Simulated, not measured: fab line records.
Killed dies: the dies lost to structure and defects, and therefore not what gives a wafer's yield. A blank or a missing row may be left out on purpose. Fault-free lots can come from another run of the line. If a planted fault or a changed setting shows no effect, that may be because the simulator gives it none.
fab line records	flow gf180mcu
record lots=13	wafers=39	last_day=34
route steps=602 shown HV_LDD@204 SALICIDE@280 M2@376
lots that met no fault: from a run of the same line without faults
start_h: hours from the record's first day to the start of the lot's first wafer shown	wait_h: hours from the lot's prior step to this one	" as in the row above	L1.1+2: one row covering several wafers at once	- either no value or no given start	* or withheld: withheld	< > ~ a bound
route shown NAME@n: NAME is a module with steps in the file, n the number in the route of the first one	usual: mean/standard deviation taken from wafers without a fault	same: alike in all rows	chamber/n: place in a boat	sites: readings site by site	_std_site: their standard deviation	_edge_site: outer sites' mean less inner sites'	radius_mm: how far each site lies from the wafer's centre	mask NAME#n: copy n	behind: the tool/chamber that last shaped the wafer	hold: cause of the lot's hold/its duration in hours/its outcome	device: whichever transistor did not switch (one of n, p or np)	end of line: tests of these same wafers at the route's end	a step with no rows: only its recipe	killed: dies lost to structure and defects at the first sort, not the wafer's yield	map: a wafer's dies, marking killed ones x, the rest . and places with no die _
set.NAME: the setting the step ran with; set.NAME@STEP: the setting that earlier step ran with	model.NAME: the simulator's own value behind a step, which no gauge read
steps of the route over a sample of lots; a table a step, a row a wafer
services: when a tool's chamber went out of use (start_h, in hours from the record's first day, below 0 if earlier), for how many hours, and the reason
## steps
# step GF_HV_LDD_EXPOSE_28
# recipe mask_id=Nplus_HV_AREA	target_cd_nm=400	na=0.6	source_shape=conventional	sigma_outer=0.6	dose_mj=140
# usual exposure_dose_mJ_cm2=140.00/0.14
lot.wafer	tool	chamber	start_h	wait_h	mask	exposure_dose_mJ_cm2
L270.1	iline_stepper-01	0	245.32	-	Nplus_HV_AREA#0	140.25
L270.3	"	0	"	"	Nplus_HV_AREA#0	140.25
L270.6	"	0	"	"	Nplus_HV_AREA#0	139.89
L271.1	iline_stepper-02	0	250.50	-	Nplus_HV_AREA#0	139.80
L271.4	"	0	"	"	Nplus_HV_AREA#0	139.73
L271.6	"	0	"	"	Nplus_HV_AREA#0	139.82
L272.1	iline_stepper-02	0	257.57	-	Nplus_HV_AREA#0	139.91
L272.3	"	0	"	"	Nplus_HV_AREA#0	139.90
L272.6	"	0	"	"	Nplus_HV_AREA#0	139.86
L273.3	iline_stepper-02	0	264.92	-	Nplus_HV_AREA#0	139.87
L273.4	"	0	"	"	Nplus_HV_AREA#0	139.96
L273.5	"	0	"	"	Nplus_HV_AREA#0	139.87
L276.1	iline_stepper-02	0	289.72	-	Nplus_HV_AREA#0	139.81
L276.5	"	0	"	"	Nplus_HV_AREA#0	139.79
L276.6	"	0	"	"	Nplus_HV_AREA#0	140.06
L277.3	iline_stepper-02	0	295.76	-	Nplus_HV_AREA#0	140.13
L277.4	"	0	"	"	Nplus_HV_AREA#0	140.20
L277.5	"	0	"	"	Nplus_HV_AREA#0	140.13
L281.1	iline_stepper-02	0	335.87	-	Nplus_HV_AREA#0	140.11
L281.3	"	0	"	"	Nplus_HV_AREA#0	140.04
L281.4	"	0	"	"	Nplus_HV_AREA#0	139.90
L282.1	iline_stepper-01	0	342.84	-	Nplus_HV_AREA#0	139.94
L282.4	"	0	"	"	Nplus_HV_AREA#0	139.76
L282.6	"	0	"	"	Nplus_HV_AREA#0	140.08
L285.4	iline_stepper-01	0	362.87	-	Nplus_HV_AREA#0	134.55
L285.5	"	0	"	"	Nplus_HV_AREA#0	134.35
L285.6	"	0	"	"	Nplus_HV_AREA#0	134.58
L288.1	iline_stepper-01	0	382.45	-	Nplus_HV_AREA#0	134.46
L288.3	"	0	"	"	Nplus_HV_AREA#0	134.50
L288.4	"	0	"	"	Nplus_HV_AREA#0	134.49
L289.1	iline_stepper-02	0	390.15	-	Nplus_HV_AREA#0	140.28
L289.2	"	0	"	"	Nplus_HV_AREA#0	139.99
L289.4	"	0	"	"	Nplus_HV_AREA#0	140.11
L290.1	iline_stepper-02	0	396.87	-	Nplus_HV_AREA#0	139.89
L290.2	"	0	"	"	Nplus_HV_AREA#0	140.21
L290.4	"	0	"	"	Nplus_HV_AREA#0	139.87
L291.1	iline_stepper-02	0	405.42	-	Nplus_HV_AREA#0	139.80
L291.2	"	0	"	"	Nplus_HV_AREA#0	139.98
L291.3	"	0	"	"	Nplus_HV_AREA#0	139.91
# step GF_HV_LDD_CD_MEAS_31
# recipe target_cd_nm=400
# usual cd_nm=399.7/2.1
lot.wafer	tool	chamber	start_h	wait_h	cd_nm
L270.1	cd_sem-01	-	254.57	0.1	401.3
L270.3	"	-	"	"	401.4
L270.6	"	-	"	"	400.0
L271.1	cd_sem-02	-	259.77	0.1	398.1
L271.4	"	-	"	"	398.3
L271.6	"	-	"	"	399.6
L272.1	cd_sem-01	-	266.82	0.1	401.3
L272.3	"	-	"	"	400.4
L272.6	"	-	"	"	401.9
L273.3	cd_sem-01	-	274.06	0.1	403.0
L273.4	"	-	"	"	402.4
L273.5	"	-	"	"	402.3
L276.1	cd_sem-01	-	299.31	0.1	399.3
L276.5	"	-	"	"	398.9
L276.6	"	-	"	"	400.3
L277.3	cd_sem-02	-	305.60	0.1	398.1
L277.4	"	-	"	"	397.3
L277.5	"	-	"	"	400.1
L281.1	cd_sem-02	-	346.36	0.1	400.3
L281.3	"	-	"	"	400.7
L281.4	"	-	"	"	400.5
L282.1	cd_sem-02	-	353.42	0.1	399.0
L282.4	"	-	"	"	400.1
L282.6	"	-	"	"	398.8
L285.4	cd_sem-02	-	373.97	0.1	385.0
L285.5	"	-	"	"	386.4
L285.6	"	-	"	"	387.0
L288.1	cd_sem-01	-	393.57	0.1	388.6
L288.3	"	-	"	"	390.2
L288.4	"	-	"	"	388.8
L289.1	cd_sem-01	-	401.67	0.1	400.1
L289.2	"	-	"	"	401.1
L289.4	"	-	"	"	400.6
L290.1	cd_sem-01	-	408.22	0.1	398.2
L290.2	"	-	"	"	396.9
L290.4	"	-	"	"	398.5
L291.1	cd_sem-01	-	416.92	0.1	397.7
L291.2	"	-	"	"	396.2
L291.3	"	-	"	"	398.3
# step GF_HV_LDD_THK_MEAS_55
# recipe reads=SiO2_of_HV_LDD_CVD_54
# usual HV_LDD_CVD_54_THK=9.98/0.15
lot.wafer	tool	chamber	start_h	wait_h	HV_LDD_CVD_54_THK[nm]
L270.1	film_metro-01	-	276.59	0.0	9.71
L270.3	"	-	"	"	9.61
L270.6	"	-	"	"	9.57
L271.1	film_metro-01	-	280.64	0.0	9.93
L271.4	"	-	"	"	9.98
L271.6	"	-	"	"	9.98
L272.1	film_metro-02	-	288.45	0.0	9.89
L272.3	"	-	"	"	9.93
L272.6	"	-	"	"	9.97
L273.3	film_metro-01	-	296.31	0.0	9.82
L273.4	"	-	"	"	9.72
L273.5	"	-	"	"	9.71
L276.1	film_metro-01	-	321.90	0.0	9.98
L276.5	"	-	"	"	9.99
L276.6	"	-	"	"	10.04
L277.3	film_metro-02	-	331.81	0.0	9.79
L277.4	"	-	"	"	9.79
L277.5	"	-	"	"	9.84
L281.1	film_metro-01	-	370.54	0.0	10.06
L281.3	"	-	"	"	10.09
L281.4	"	-	"	"	10.13
L282.1	film_metro-02	-	377.24	0.0	10.25
L282.4	"	-	"	"	10.12
L282.6	"	-	"	"	10.28
L285.4	film_metro-02	-	399.87	0.0	9.96
L285.5	"	-	"	"	10.05
L285.6	"	-	"	"	10.02
L288.1	film_metro-02	-	420.11	0.0	9.92
L288.3	"	-	"	"	9.91
L288.4	"	-	"	"	10.05
L289.1	film_metro-03	-	427.40	0.0	10.05
L289.2	"	-	"	"	9.98
L289.4	"	-	"	"	10.17
L290.1	film_metro-01	-	434.29	0.0	10.12
L290.2	"	-	"	"	10.25
L290.4	"	-	"	"	10.27
L291.1	film_metro-01	-	443.09	0.0	9.93
L291.2	"	-	"	"	9.90
L291.3	"	-	"	"	9.89
# step GF_SALICIDE_SPUTTER_02
# recipe material=Co	target_thk_nm=10	power_w=1000	time_s=20	chamber_pressure_pa=0.4
# usual cathode_dc_power_W=999.99/0.2	throttle_valve_pct=29.8/0.89
lot.wafer	tool	chamber	start_h	wait_h	cathode_dc_power_W	throttle_valve_pct
L270.1	pvd_sputter-01	-	341.89	0.0	999.87	29.8
L270.3	"	-	"	"	1000.0	29.4
L270.6	"	-	"	"	999.89	29.6
L271.1	pvd_sputter-01	-	344.69	0.0	1000.1	29.8
L271.4	"	-	"	"	1000.0	29.6
L271.6	"	-	"	"	1000.1	29.1
L272.1	pvd_sputter-01	-	353.62	0.0	999.98	29.6
L272.3	"	-	"	"	1000.0	30.0
L272.6	"	-	"	"	999.62	29.4
L273.3	pvd_sputter-04	-	363.57	0.0	999.89	29.4
L273.4	"	-	"	"	1000.0	30.0
L273.5	"	-	"	"	1000.00	30.3
L276.1	pvd_sputter-04	-	391.43	0.0	1000.1	29.9
L276.5	"	-	"	"	1000.1	30.6
L276.6	"	-	"	"	1000.2	29.6
L277.3	pvd_sputter-03	-	400.09	0.0	1000.0	31.4
L277.4	"	-	"	"	999.65	29.1
L277.5	"	-	"	"	1000.2	28.0
L281.1	pvd_sputter-01	-	443.15	0.0	999.81	29.5
L281.3	"	-	"	"	999.58	29.5
L281.4	"	-	"	"	999.95	29.2
L282.1	pvd_sputter-01	-	451.11	0.0	999.90	29.9
L282.4	"	-	"	"	1000.1	29.4
L282.6	"	-	"	"	999.88	29.9
L285.4	pvd_sputter-04	-	474.80	0.0	1000.1	29.9
L285.5	"	-	"	"	1000.0	30.1
L285.6	"	-	"	"	1000.2	30.0
L288.1	pvd_sputter-03	-	495.36	0.0	1000.1	31.6
L288.3	"	-	"	"	1000.2	31.6
L288.4	"	-	"	"	999.95	29.0
L289.1	pvd_sputter-03	-	502.49	0.0	999.65	29.2
L289.2	"	-	"	"	1000.2	28.0
L289.4	"	-	"	"	1000.0	31.5
L290.1	pvd_sputter-04	-	508.36	0.0	1000.0	30.8
L290.2	"	-	"	"	1000.4	29.7
L290.4	"	-	"	"	999.97	30.5
L291.1	pvd_sputter-01	-	517.76	0.0	999.90	29.1
L291.2	"	-	"	"	1000.00	29.7
L291.3	"	-	"	"	999.91	29.4
# step GF_M2_CD_MEAS_14
# recipe target_cd_nm=280
# usual cd_nm=280.2/1.2
lot.wafer	tool	chamber	start_h	wait_h	cd_nm
L270.1	cd_sem-02	-	439.45	0.1	279.5
L270.3	"	-	"	"	280.3
L270.6	"	-	"	"	279.1
L271.1	cd_sem-02	-	443.35	0.1	280.9
L271.4	"	-	"	"	280.6
L271.6	"	-	"	"	280.7
L272.1	cd_sem-02	-	452.20	0.1	280.8
L272.3	"	-	"	"	281.4
L272.6	"	-	"	"	281.7
L273.3	cd_sem-02	-	461.76	0.1	280.4
L273.4	"	-	"	"	279.5
L273.5	"	-	"	"	278.9
L276.1	cd_sem-01	-	492.57	0.1	280.6
L276.5	"	-	"	"	280.1
L276.6	"	-	"	"	280.1
L277.3	cd_sem-01	-	502.39	0.1	279.9
L277.4	"	-	"	"	280.4
L277.5	"	-	"	"	279.0
L281.1	cd_sem-01	-	543.02	0.1	278.1
L281.3	"	-	"	"	279.7
L281.4	"	-	"	"	281.4
L282.1	cd_sem-01	-	551.50	0.1	280.1
L282.4	"	-	"	"	281.2
L282.6	"	-	"	"	281.2
L285.4	cd_sem-02	-	572.83	0.1	280.5
L285.5	"	-	"	"	280.8
L285.6	"	-	"	"	281.9
L288.1	cd_sem-02	-	591.10	0.1	281.0
L288.3	"	-	"	"	281.3
L288.4	"	-	"	"	281.6
L289.1	cd_sem-01	-	596.85	0.1	281.6
L289.2	"	-	"	"	280.6
L289.4	"	-	"	"	280.4
L290.1	cd_sem-02	-	602.75	0.1	281.3
L290.2	"	-	"	"	279.9
L290.4	"	-	"	"	280.7
L291.1	cd_sem-02	-	611.27	0.1	280.0
L291.2	"	-	"	"	279.0
L291.3	"	-	"	"	279.1
## services
tool	chamber	start_h	hours	kind
iline_stepper-02	-	232.11	1.7	pm
pvd_sputter-03	-	241.74	6.8	repair
iline_stepper-01	-	247.44	28.9	pm
pvd_sputter-04	1	267.31	-	consumable_replace:kit
pvd_sputter-04	1	267.31	18.0	scheduled_down
pvd_sputter-04	1	267.31	18.0	vent_cycle
pvd_sputter-03	-	272.65	1.2	repair
iline_stepper-01	0	280.73	-	calibration
pvd_sputter-04	-	293.03	1.0	repair
pvd_sputter-04	-	308.78	0.9	repair
pvd_sputter-03	-	344.22	1.2	repair
pvd_sputter-03	-	358.13	2.6	repair
iline_stepper-02	0	385.76	-	calibration
pvd_sputter-04	-	392.01	1.2	repair
iline_stepper-01	-	398.06	1.7	pm
pvd_sputter-03	-	414.66	9.9	repair
pvd_sputter-04	0	426.15	-	consumable_replace:kit
pvd_sputter-04	0	426.15	18.0	scheduled_down
pvd_sputter-04	0	426.15	18.0	vent_cycle
iline_stepper-02	-	450.23	1.7	pm
pvd_sputter-01	1	455.98	-	consumable_replace:kit
pvd_sputter-01	1	455.98	18.0	scheduled_down
pvd_sputter-01	1	455.98	18.0	vent_cycle
iline_stepper-02	-	517.31	10.1	repair
## key
first_sign step=GF_HV_LDD_EXPOSE_28	reading=exposure_dose_mJ_cm2	direction=down	sigmas=39	usual=140.00	struck=134.49
effect step=GF_HV_LDD_CD_MEAS_31	reading=cd_nm	direction=down	sigmas=5.8	usual=399.7	struck=387.6
met_at GF_HV_LDD_EXPOSE_28
struck_lots L285,L288
tester_left_out L285,L288
not_acting_at GF_HV_LDD_THK_MEAS_55,GF_SALICIDE_SPUTTER_02,GF_M2_CD_MEAS_14
onset_between 342.84 362.87
fault kind=process_parameter_drift	tool=iline_stepper-01	chamber=-	onset_h=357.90	steps=GF_HV_LDD_EXPOSE_28	channel=dose_mj	offset=-5.4452	shape=step	acts_in=these_recipes_only	stated=140
# tester_left_out: of these lots the tester's yield and bins aren't shown, on N5 and GAA mostly nor the transistor test; their killed dies are dies lost to structure and defects alone, not to doping, threshold or leakage, so they don't give the yield
